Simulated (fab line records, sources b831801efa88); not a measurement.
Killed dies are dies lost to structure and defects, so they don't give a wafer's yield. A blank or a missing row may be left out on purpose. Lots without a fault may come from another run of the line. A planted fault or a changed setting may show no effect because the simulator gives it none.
fab line records | flow sky130
record lots=11 wafers=33 last_day=50
route steps=708 shown CONTACT@406 METAL1@438 PAD_OPEN@708
lots that met no fault: from a run of the same line without faults
start_h: hours from the record's first day to the start of the lot's first wafer shown | wait_h: hours since the lot's step before | " the same as in the row above | L1.1+2: a row that stands for several wafers | - no value, or no start given | * or withheld: withheld | < > ~ a bound
route shown NAME@n: a module of which the file shows steps, and the number in the route of the first | usual: mean/standard deviation of fault-free wafers | same: alike in all rows | chamber/n: place in a boat | sites: the reading at each site | _std_site: their standard deviation | _edge_site: outer sites' mean less inner sites' | radius_mm: how far each site lies from the wafer's centre | mask NAME#n: copy n | behind: the tool/chamber that last shaped the wafer | hold: why the lot was held/for how many hours/how that ended | device: the transistor (n, p or np) that didn't switch | end of line: the same wafers' tests at the end of the route | a step without rows: its recipe alone | killed: dies lost to structure and defects at the first sort, not the wafer's yield | map: a wafer's dies, x killed, . not, _ none there
set.NAME: the setting as run; set.NAME@STEP: as run at that earlier step | model.NAME: the simulator's own value behind a step, which no gauge read
steps of the route over a sample of lots; a table a step, a row a wafer
services: from which hour (start_h, from the record's first day; less than 0 if before it) a tool's chamber was out of use, for how many hours, and why
## steps
# step SKY_CONTACT_CVD_00
# recipe material=Si3N4 target_thk_nm=75 temp_c=400 time_s=withheld rf_w=450
# usual heater_power_w=663/110
# columns lot.wafer tool chamber start_h wait_h heater_power_w
L730.1 pecvd-02 1 718.99 0.0 752
L730.3 " 2 " " 629
L730.4 " 1 " " 766
L734.3 pecvd-01 1 762.72 0.0 574
L734.4 " 1 " " 579
L734.6 " 2 " " 553
L733.4 pecvd-02 1 765.73 0.0 805
L733.5 " 0 " " 830
L733.6 " 2 " " 718
L735.2 pecvd-01 2 769.43 0.0 611
L735.3 " 2 " " 604
L735.5 " 2 " " 619
L742.1 pecvd-04 1 821.15 0.0 826
L742.3 " 2 " " 600
L742.6 " 0 " " 811
L746.4 pecvd-01 1 840.39 0.0 482
L746.5 " 2 " " 498
L746.6 " 0 " " 575
L747.3 pecvd-01 0 853.25 0.0 627
L747.5 " 1 " " 574
L747.6 " 2 " " 620
L748.2 pecvd-02 0 860.51 0.0 762
L748.3 " 1 " " 774
L748.4 " 0 " " 758
L749.1 pecvd-04 2 861.66 0.0 710
L749.2 " 1 " " 749
L749.5 " 2 " " 685
L750.1 pecvd-01 1 867.11 0.0 561
L750.2 " 0 " " 608
L750.4 " 0 " " 598
L751.3 pecvd-01 1 877.31 0.0 516
L751.4 " 1 " " 505
L751.5 " 2 " " 506
# step SKY_CONTACT_THK_MEAS_26
# recipe thk_meas_gauge=xrf reads=W_of_CONTACT_CVD_24
# usual CONTACT_W_THK=330/6
# columns lot.wafer tool chamber start_h wait_h CONTACT_W_THK[nm]
L730.1 film_metro-04 - 748.56 0.1 324
L730.3 " - " " 322
L730.4 " - " " 327
L734.3 film_metro-04 - 789.15 0.1 326
L734.4 " - " " 322
L734.6 " - " " 324
L733.4 film_metro-04 - 791.87 0.1 315
L733.5 " - " " 316
L733.6 " - " " 322
L735.2 film_metro-02 - 797.33 0.1 330
L735.3 " - " " 327
L735.5 " - " " 335
L742.1 film_metro-02 - 849.29 0.1 333
L742.3 " - " " 331
L742.6 " - " " 328
L746.4 film_metro-02 - 867.84 0.1 332
L746.5 " - " " 335
L746.6 " - " " 335
L747.3 film_metro-03 - 880.65 0.1 336
L747.5 " - " " 336
L747.6 " - " " 337
L748.2 film_metro-04 - 888.31 0.1 326
L748.3 " - " " 328
L748.4 " - " " 323
L749.1 film_metro-04 - 889.11 0.1 323
L749.2 " - " " 326
L749.5 " - " " 321
L750.1 film_metro-03 - 894.66 0.1 328
L750.2 " - " " 338
L750.4 " - " " 330
L751.3 film_metro-03 - 904.34 0.1 336
L751.4 " - " " 331
L751.5 " - " " 334
# step SKY_METAL1_SPUTTER_04
# recipe material=TiN target_thk_nm=70 power_w=6500 time_s=58.3 chamber_pressure_pa=0.4
# usual cathode_dc_power_W=6500.0/1.3 chamber_pressure_pa=0.3999/0.00087 throttle_valve_pct=29.8/0.83 time_s=58.3/0
# columns lot.wafer tool chamber start_h wait_h cathode_dc_power_W chamber_pressure_pa throttle_valve_pct time_s
L730.1 pvd_sputter-03 - 749.01 0.0 6498.7 0.3992 31.5 58.3
L730.3 " - " " 6499.9 0.3996 29.5 58.3
L730.4 " - " " 6501.3 0.4010 28.9 58.3
L734.3 pvd_sputter-01 - 789.58 0.0 6500.2 0.3999 28.5 58.3
L734.4 " - " " 6500.6 0.3997 30.4 58.3
L734.6 " - " " 6499.7 0.4010 28.6 58.3
L733.4 pvd_sputter-04 - 792.29 0.0 6500.7 0.4007 29.1 58.3
L733.5 " - " " 6501.9 0.4000 29.5 58.3
L733.6 " - " " 6498.9 0.4008 28.9 58.3
L735.2 pvd_sputter-04 - 797.77 0.0 6498.9 0.4004 31.0 58.3
L735.3 " - " " 6500.8 0.3999 29.0 58.3
L735.5 " - " " 6500.7 0.3993 29.3 58.3
L742.1 pvd_sputter-04 - 849.75 0.0 6500.6 0.3998 30.7 58.3
L742.3 " - " " 6501.1 0.4006 29.5 58.3
L742.6 " - " " 6501.6 0.4009 29.8 58.3
L746.4 pvd_sputter-04 - 868.26 0.0 - - - -
L746.5 " - " " - - - -
L746.6 " - " " - - - -
L747.3 pvd_sputter-04 - 881.08 0.0 - - - -
L747.5 " - " " - - - -
L747.6 " - " " - - - -
L748.2 pvd_sputter-01 - 888.75 0.0 - - - -
L748.3 " - " " - - - -
L748.4 " - " " - - - -
L749.1 pvd_sputter-04 - 889.57 0.0 6503.7 0.3998 29.1 58.3
L749.2 " - " " 6498.9 0.4019 29.2 58.3
L749.5 " - " " 6500.2 0.4016 30.0 58.3
L750.1 pvd_sputter-04 - 895.11 0.0 6499.6 0.3986 30.1 58.3
L750.2 " - " " 6499.1 0.3998 30.9 58.3
L750.4 " - " " 6496.3 0.3998 29.5 58.3
L751.3 pvd_sputter-01 - 904.77 0.0 6500.0 0.4005 29.9 58.3
L751.4 " - " " 6499.2 0.3988 28.8 58.3
L751.5 " - " " 6501.6 0.3990 28.8 58.3
# step SKY_METAL1_THK_MEAS_06
# recipe thk_meas_gauge=xrf reads=AlCu_of_METAL1_SPUTTER_02
# usual METAL1_ALCU_THK=244/3.4
# columns lot.wafer tool chamber start_h wait_h METAL1_ALCU_THK[nm]
L730.1 film_metro-03 - 749.24 0.1 244
L730.3 " - " " 241
L730.4 " - " " 243
L734.3 film_metro-01 - 789.77 0.1 242
L734.4 " - " " 246
L734.6 " - " " 243
L733.4 film_metro-02 - 792.49 0.1 241
L733.5 " - " " 246
L733.6 " - " " 245
L735.2 film_metro-01 - 797.95 0.1 241
L735.3 " - " " 244
L735.5 " - " " 245
L742.1 film_metro-03 - 849.92 0.1 236
L742.3 " - " " 238
L742.6 " - " " 243
L746.4 film_metro-01 - 868.46 0.1 286
L746.5 " - " " 280
L746.6 " - " " 288
L747.3 film_metro-01 - 881.27 0.1 275
L747.5 " - " " 279
L747.6 " - " " 279
L748.2 film_metro-01 - 888.93 0.1 282
L748.3 " - " " 278
L748.4 " - " " 281
L749.1 film_metro-03 - 889.73 0.1 241
L749.2 " - " " 245
L749.5 " - " " 246
L750.1 film_metro-01 - 895.28 0.1 243
L750.2 " - " " 240
L750.4 " - " " 243
L751.3 film_metro-03 - 904.96 0.1 246
L751.4 " - " " 241
L751.5 " - " " 241
# step SKY_METAL1_DESCUM_17
# recipe chemistry=O2 source_power_w=150 bias_power_w=0 pressure_mtorr=10 temp_c=40 time_s=8
# usual drypump_motor_current_A=5.6/0.65 oes_product_au=1.001/0.0094 temp_c=40.01/0.11
# same time_s=8
# columns lot.wafer tool chamber start_h wait_h drypump_motor_current_A oes_product_au rf_hours_counter_h temp_c
L730.1 rie_metal-01 1 776.65 0.0 6.1 1.006 1 39.98
L730.3 " 1 " " 6.1 1.003 - 39.92
L730.4 " 0 " " 4.9 0.985 - 39.79
L734.3 rie_metal-04 1 816.21 0.0 5.6 1.001 - 40.00
L734.4 " 0 " " 4.6 1.004 - 39.84
L734.6 " 1 " " 5.7 1.010 - 39.88
L733.4 rie_metal-03 0 818.16 0.0 6.0 0.997 - 39.93
L733.5 " 1 " " 6.4 1.013 - 40.00
L733.6 " 0 " " 6.1 1.006 - 39.97
L735.2 rie_metal-01 1 825.65 0.0 6.1 1.017 3 40.07
L735.3 " 1 " " 6.2 1.005 - 39.80
L735.5 " 1 " " 6.1 1.018 - 39.87
L742.1 rie_metal-03 0 875.87 0.0 6.1 0.999 8 40.05
L742.3 " 0 " " 6.0 1.005 - 40.03
L742.6 " 0 " " 6.0 0.995 - 39.97
L746.4 rie_metal-04 1 894.56 0.0 5.7 1.007 - 39.85
L746.5 " 0 " " 4.6 0.994 - 40.01
L746.6 " 1 " " 5.7 1.005 - 39.74
L747.3 rie_metal-04 1 905.98 0.0 5.7 1.001 - 39.92
L747.5 " 1 " " 5.7 0.991 - 39.96
L747.6 " 0 " " 4.6 0.992 - 40.03
L748.2 rie_metal-03 1 913.52 0.0 6.4 1.002 10 39.96
L748.3 " 1 " " 6.4 1.000 - 39.96
L748.4 " 0 " " 6.1 0.995 - 40.06
L749.1 rie_metal-04 0 915.10 0.0 4.6 0.993 14 40.09
L749.2 " 1 " " 5.7 1.001 2 40.11
L749.5 " 0 " " 4.6 0.997 - 40.06
L750.1 rie_metal-04 1 919.72 0.0 5.7 1.008 2 40.06
L750.2 " 0 " " 4.6 1.006 14 39.87
L750.4 " 1 " " 5.7 1.006 - 40.07
L751.3 rie_metal-01 1 928.61 0.0 6.1 1.014 - 40.01
L751.4 " 0 " " 4.9 0.993 - 39.77
L751.5 " 0 " " 4.9 0.996 - 39.89
# step SKY_PAD_OPEN_PROBE_99
# usual defect_limited_yield=82.7/1.9 killed_at_M0_to_M3=43/6.8 killed_at_M4_up=2.9/1.7 killed_at_contacts=24/5.4 killed_at_front_end=15/4.8 killed_at_other=0.3/0.57 killed_dies=85/9.4 killed_open=47/7.5 killed_short=38/5.7 sort_bin_3_pad_short=0.8/0.37 sort_bin_5_function=10.2/1.5 sort_bin_6_memory=6.2/1.1 sort_n_pass=407/9.4 sort_yield_pct=82.7/1.9
# same gross_dies=492 killed_at_back_side=0 sort_bin_4_leakage[%]=0 sort_bin_8_speed[%]=0
# columns lot.wafer tool chamber start_h wait_h defect_limited_yield[%] killed_at_M0_to_M3 killed_at_M4_up killed_at_contacts killed_at_front_end killed_at_other killed_dies killed_open killed_short sort_bin_3_pad_short[%] sort_bin_5_function[%] sort_bin_6_memory[%] sort_n_pass sort_yield_pct[%]
L742.1 prober-01 - 1154.72 0.1 81.5 50 4 22 14 1 91 56 35 0.8 10.6 7.1 401 81.5
L742.3 prober-01 - 1154.82 0.2 78.9 49 1 32 22 0 104 57 47 1.6 12.6 6.9 388 78.9
L742.6 prober-01 - 1154.97 0.2 83.9 44 1 23 10 1 79 46 33 0.6 8.5 6.9 413 83.9
L747.3 prober-02 - 1173.32 0.2 88.6 31 1 19 5 0 56 29 27 0.6 6.7 4.1 436 88.6
L747.5 prober-02 - 1173.42 0.2 86.2 42 5 12 8 1 68 32 36 0.4 8.3 5.1 424 86.2
L747.6 prober-02 - 1173.47 0.2 84.8 37 4 23 10 1 75 43 32 0.6 9.8 4.9 417 84.8
# killed by level:class
L742.1 VIA1:geometric_particle:open=18 VIA3:geometric_particle:open=9 CONTACT:geometric_particle:open=8 METAL2:geometric_particle:short=7 FIELD_ISO:geometric_particle:short=5 POLY_GATE:geometric_particle:short=4 LI_CONTACT:geometric_particle:open=4 LOCAL_INTERCONNECT:geometric_particle:short=4
L742.3 VIA1:geometric_particle:open=12 LI_CONTACT:geometric_particle:open=9 VIA3:geometric_particle:open=8 FIELD_ISO:geometric_particle:open=6 FIELD_ISO:geometric_particle:short=6 CONTACT:geometric_particle:short=6 CONTACT:geometric_particle:open=6 LI_CONTACT:geometric_particle:short=5
L742.6 VIA1:geometric_particle:open=13 CONTACT:geometric_particle:open=9 METAL1:geometric_particle:short=6 LI_CONTACT:geometric_particle:open=5 VIA1:geometric_particle:short=5 VIA2:geometric_particle:open=5 FIELD_ISO:geometric_particle:open=4 LI_CONTACT:geometric_particle:short=4
L747.3 VIA1:geometric_particle:open=6 CONTACT:geometric_particle:open=6 VIA3:geometric_particle:open=6 LI_CONTACT:geometric_particle:short=4 LI_CONTACT:geometric_particle:open=4 CONTACT:geometric_particle:short=4 METAL1:geometric_particle:short=3 VIA1:geometric_particle:short=3
L747.5 VIA1:geometric_particle:open=14 METAL3:geometric_particle:short=5 METAL1:geometric_particle:short=5 METAL4:geometric_particle:short=5 LOCAL_INTERCONNECT:geometric_particle:short=4 CONTACT:geometric_particle:open=4 METAL2:geometric_particle:short=4 POLY_GATE:geometric_particle:open=3
L747.6 CONTACT:geometric_particle:open=12 VIA1:geometric_particle:open=9 VIA2:geometric_particle:open=7 VIA3:geometric_particle:open=6 LOCAL_INTERCONNECT:geometric_particle:short=5 LI_CONTACT:geometric_particle:open=4 VIA3:geometric_particle:short=4 METAL1:geometric_particle:short=4
## services
# columns tool chamber start_h hours kind
rie_metal-03 - 699.67 14.6 pm
pvd_sputter-03 - 703.45 2.7 repair
rie_metal-01 1 709.11 5.7 repair
pecvd-04 - 711.14 3.3 repair
pecvd-04 - 712.23 2.1 repair
pvd_sputter-04 - 719.89 3.0 repair
rie_metal-03 1 725.35 15.3 repair
pvd_sputter-04 3 726.95 - consumable_replace:kit
pvd_sputter-04 3 726.95 18.0 scheduled_down
pvd_sputter-04 3 726.95 18.0 vent_cycle
pecvd-01 - 743.36 14.6 pm
pecvd-04 - 749.50 6.0 pm
pecvd-01 1 765.39 5.4 repair
pecvd-01 0 767.70 15.5 repair
rie_metal-03 - 768.53 1.6 repair
pecvd-04 1 792.46 6.1 repair
pecvd-02 - 808.35 6.0 pm
pecvd-04 - 847.84 0.6 repair
pecvd-02 2 865.09 14.4 repair
pvd_sputter-04 - 869.55 6.5 repair
pvd_sputter-01 - 876.32 5.7 repair
rie_metal-04 - 878.12 0.5 repair
pvd_sputter-04 2 906.91 - consumable_replace:kit
pvd_sputter-04 2 906.91 18.0 scheduled_down
## key
first_sign step=SKY_METAL1_SPUTTER_04 reading=tool_record direction=missing
effect step=SKY_METAL1_THK_MEAS_06 reading=METAL1_ALCU_THK direction=up sigmas=11 usual=244 struck=281
met_at SKY_METAL1_SPUTTER_04
struck_lots L746,L747,L748
not_acting_at SKY_CONTACT_CVD_00,SKY_CONTACT_THK_MEAS_26,SKY_METAL1_DESCUM_17
onset_between 849.75 868.26
fault kind=skipped_step_whole tool=pvd_sputter-01,pvd_sputter-04 chamber=- onset_h=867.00 steps=SKY_METAL1_SPUTTER_04 scope=struck_lots_only
